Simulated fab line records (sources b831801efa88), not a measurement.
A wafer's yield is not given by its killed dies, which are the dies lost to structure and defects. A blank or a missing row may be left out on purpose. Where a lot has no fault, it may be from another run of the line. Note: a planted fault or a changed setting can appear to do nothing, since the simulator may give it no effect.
What tool caused it? | flow sky130 | 6 lots with 18 wafers sampled at 3 steps, on a route of 708 steps

WHAT THE GAUGES READ, wafer by wafer
SKY_VIA3_OVL_MEAS_13.
lot  | measured     | on         | VIA3_OVL (nm)
L459 | day 41 09:40 | overlay-01 | 3 6 9
L462 | day 42 08:05 | overlay-01 | -2 -6 -4
L466 | day 43 00:37 | overlay-02 | -4 0 -2
L467 | day 43 05:38 | overlay-02 | -3 -2 0
L476 | day 45 11:13 | overlay-01 | 3 0 6
L479 | day 46 00:28 | overlay-01 | -10 -1 -10

WHAT TOOL EACH LOT RAN ON (gives the tool, then ch and the chambers of the sampled wafers, and finally the start)
lot  | SKY_METAL1_SPUTTER_00        | SKY_METAL3_STRIP_19
L459 | pvd_sputter-01, day 33 12:24 | plasma_asher-04 ch 0,1, day 40 07:52
L462 | pvd_sputter-02, day 34 15:05 | plasma_asher-01 ch 0,1, day 41 07:28
L466 | pvd_sputter-03, day 35 09:38 | plasma_asher-01 ch 0,1, day 42 00:19
L467 | pvd_sputter-03, day 35 16:37 | plasma_asher-01 ch 0,1, day 42 05:36
L476 | pvd_sputter-02, day 38 06:34 | plasma_asher-01 ch 0,1, day 44 12:14
L479 | pvd_sputter-03, day 38 22:16 | plasma_asher-04 ch 0,1, day 45 01:55
- SKY_METAL1_SPUTTER_00: material Ti, target thk 15 nm, time 10 s.
- SKY_METAL3_STRIP_19: strips in O2/N2.

THE ANSWER, worked out from the rows above alone
Rule: what is usual is taken from the lots themselves. The widest of any qualifying gaps counts: lots, ordered by their means at a reading, are off when they make up no more than a third of the lots, leave a main group of 4 or more, and stand apart from it by 3 or more times the standard deviation of that group's means. A main group whose means are all the same, to the digits that the tables above print for the reading, isn't used. Also off: a lot with no number at a reading for which 4 or more lots have one. Where the step has rows for the other lots, those lots are counted as sound.
Across all readings shown, no lot is off: no conclusion can be drawn from this.

WHAT THE SIMULATOR PUT IN
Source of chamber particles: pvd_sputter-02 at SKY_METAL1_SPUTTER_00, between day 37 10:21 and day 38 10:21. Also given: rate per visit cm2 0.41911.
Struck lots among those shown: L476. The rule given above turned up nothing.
